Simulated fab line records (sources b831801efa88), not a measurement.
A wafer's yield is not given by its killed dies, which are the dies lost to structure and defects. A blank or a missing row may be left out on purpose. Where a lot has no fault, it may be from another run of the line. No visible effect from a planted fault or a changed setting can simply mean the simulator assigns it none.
What tool caused it?    flow sky130    33 wafers sampled from 12 lots at 1 step of a route of 708

## WHAT EACH GAUGE READ, for each wafer
SKY_NWELL_TW_MEAS_15.
lot   measured      on             NWELL_TW
L482  day 4 16:20   film_metro-03  1818 1812 1820
L483  day 5 03:06   film_metro-04  1809 1823 1816
L486  day 5 11:37   film_metro-04  1804 1813 1814
L489  day 6 11:11   film_metro-04  1818 1819 1816
L488  day 6 12:03   film_metro-04  1818 1817 1823
L491  day 6 23:11   film_metro-03  1811 1817 1802
L492  day 7 02:12   film_metro-04  1801 1812 1809
L493  day 7 08:16   film_metro-04  1802 1816
L495  day 7 18:22   film_metro-04  1811 1803
L497  day 8 08:35   film_metro-04  1814 1805
L503  day 9 14:40   film_metro-02  1799 1785 1797
L505  day 10 06:19  film_metro-02  1788 1800 1801

## TOOL THAT RAN EACH LOT (tool first, then ch and the chambers of the sampled wafers, then the start)
No process step before these readings appears in the record.

## WHAT THE TOOLS THEMSELVES READ (means of the sampled wafers that have a number; where no wafer has one, the mark that the record gives instead)
The record holds no such reading with a usual standard deviation.

## THE ANSWER, worked out from the rows above alone
Rule: usual is defined by the lots themselves. Put in order of their means at a reading, lots are off if they are a third of the lots or fewer, leave a main group of 4 or more, and stand apart from it by a gap of 3 or more times the standard deviation of the main group's means; of several such gaps the widest counts. If all means in a main group match to the digits the tables above print for the reading, that group is not used. Also off: a lot with no number at a reading for which 4 or more lots have one. The other lots that the step has rows for count as sound. First the gauges in route order, then the tools' own readings, where a lot's mean is used as printed above. The first step at which some lot is off is used, and at that step the reading that is off furthest; a lot without a number counts as furthest.
No lot is off at any reading shown: from this, nothing can be told.

## WHAT THE SIMULATOR PUT IN
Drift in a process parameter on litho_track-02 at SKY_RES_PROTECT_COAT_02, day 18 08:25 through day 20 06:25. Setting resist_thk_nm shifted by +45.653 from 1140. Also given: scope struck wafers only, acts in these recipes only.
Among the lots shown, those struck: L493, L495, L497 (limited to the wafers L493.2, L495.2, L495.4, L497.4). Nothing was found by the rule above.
